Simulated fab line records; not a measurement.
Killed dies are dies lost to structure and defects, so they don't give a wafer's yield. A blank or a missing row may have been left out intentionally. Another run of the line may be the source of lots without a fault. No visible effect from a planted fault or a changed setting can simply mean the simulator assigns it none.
8D (eight disciplines) problem report, filled in by code || flow sky130 || the parts of the form that need people (team, actions taken, sign-off) are left out

## 1. THE ISSUE
chamber-pressure-pa at SKY_METAL1_SPUTTER_04 reads a mean of 0.4212 Pa on 1 wafer of 1 lot; wafers without a fault read 0.4000 Pa with a standard deviation of 0.00083. Measured from the usual mean, that is +26 standard deviations.
The step: material TiN, target thk 70 nm, time 58.3 s.
The first sign was on wafer L482.3 at day 35 15:20, on pvd-sputter-02. At this step, 36 wafers from 12 lots have a number in the record. Rule for "out", or "out of limits": more than 4 standard deviations from the usual mean. All remaining wafers that have a number are taken as sound.

## 2. WHAT IT IS AND WHAT IT IS NOT
{"question": "which readings at this step", "is": "chamber-pressure-pa", "is not": "throttle-valve-pct"}
{"question": "which lots", "is": "L482", "is not": "L474, L475, L476, L477, L479, L480, L481, L490, L491, L492, L493"}
{"question": "which wafers of those lots", "is": "L482.3", "is not": "L482.1, L482.4"}
{"question": "read on which tools", "is": "pvd-sputter-02", "is not": "pvd-sputter-01"}
{"question": "when", "is": "from day 35 15:20", "is not": "up to then (23 sound wafers); but 12 sound wafers of L490, L491, L492, L493 came after"}

## 3. WHAT RULES OUT EACH SUSPECT
Counting: if a tool at a process step up to the reading ran every lot that is out, it stays a suspect. Sound lots after the first of them don't rule it out here, since some wafers of a struck lot are sound.
- plasma-asher-04 at SKY_CONTACT_STRIP_19 (strips in O2/N2): kept. It ran the lot that is out, L482 (day 35 13:58); its last sound lot up to then is L481 (day 35 02:37).
- pvd-sputter-02 at SKY_METAL1_SPUTTER_02 (material AlCu, target thk 250 nm, time 13.3 s): kept. It ran the lot that is out, L482 (day 35 15:18); its last sound lot up to then is L480 (day 34 19:45).
- pvd-sputter-02 at SKY_METAL1_SPUTTER_03 (material Ti, target thk 5 nm, time 3.3 s): kept. It ran the lot that is out, L482 (day 35 15:20); its last sound lot up to then is L480 (day 34 19:46).
- pvd-sputter-02 at SKY_METAL1_SPUTTER_04 (material TiN, target thk 70 nm, time 58.3 s): kept. It ran the lot that is out, L482 (day 35 15:20); its last sound lot up to then is L480 (day 34 19:47). Out on those wafers are its own readings of chamber-pressure-pa.
- At SKY_CONTACT_STRIP_19 on plasma-asher-04, chamber 1 took the sound wafers of the same lots and chamber 0 took the wafers that are out.
Left after counting: plasma-asher-04 at SKY_CONTACT_STRIP_19, pvd-sputter-02 at SKY_METAL1_SPUTTER_02, pvd-sputter-02 at SKY_METAL1_SPUTTER_03, pvd-sputter-02 at SKY_METAL1_SPUTTER_04.

## 4. THE CAUSE (what the simulator had put in)
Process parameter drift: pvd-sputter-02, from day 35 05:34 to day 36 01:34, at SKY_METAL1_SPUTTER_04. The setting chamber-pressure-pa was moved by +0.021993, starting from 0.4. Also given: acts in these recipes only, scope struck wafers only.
After counting, 4 suspects remain, this tool included.

## 5. SEQUENCE OF EFFECTS, ordered by route
Each row: a reading whose mean over the struck wafers that have a number lies more than 3 standard deviations from the usual. Scope: only readings with a usual standard deviation given in the record; hours: median across lots of the time from each lot's start at the first step in this table that gives one to its start at this step; sigmas: change in usual standard deviations.
{"hours": 0, "step": "SKY_METAL1_SPUTTER_04", "reading": "chamber-pressure-pa", "usual": "0.4000 Pa", "on struck wafers": 0.4212, "change": "+0.0212", "sigmas": "+26"}
The process steps in it:
- SKY_METAL1_SPUTTER_04: material TiN, target thk 70 nm, time 58.3 s.

## 6. HOW IT WOULD HAVE BEEN CAUGHT EARLIER
The fault began at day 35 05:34; the first out-of-limits reading in this record came at day 35 15:20, 10 hours later.
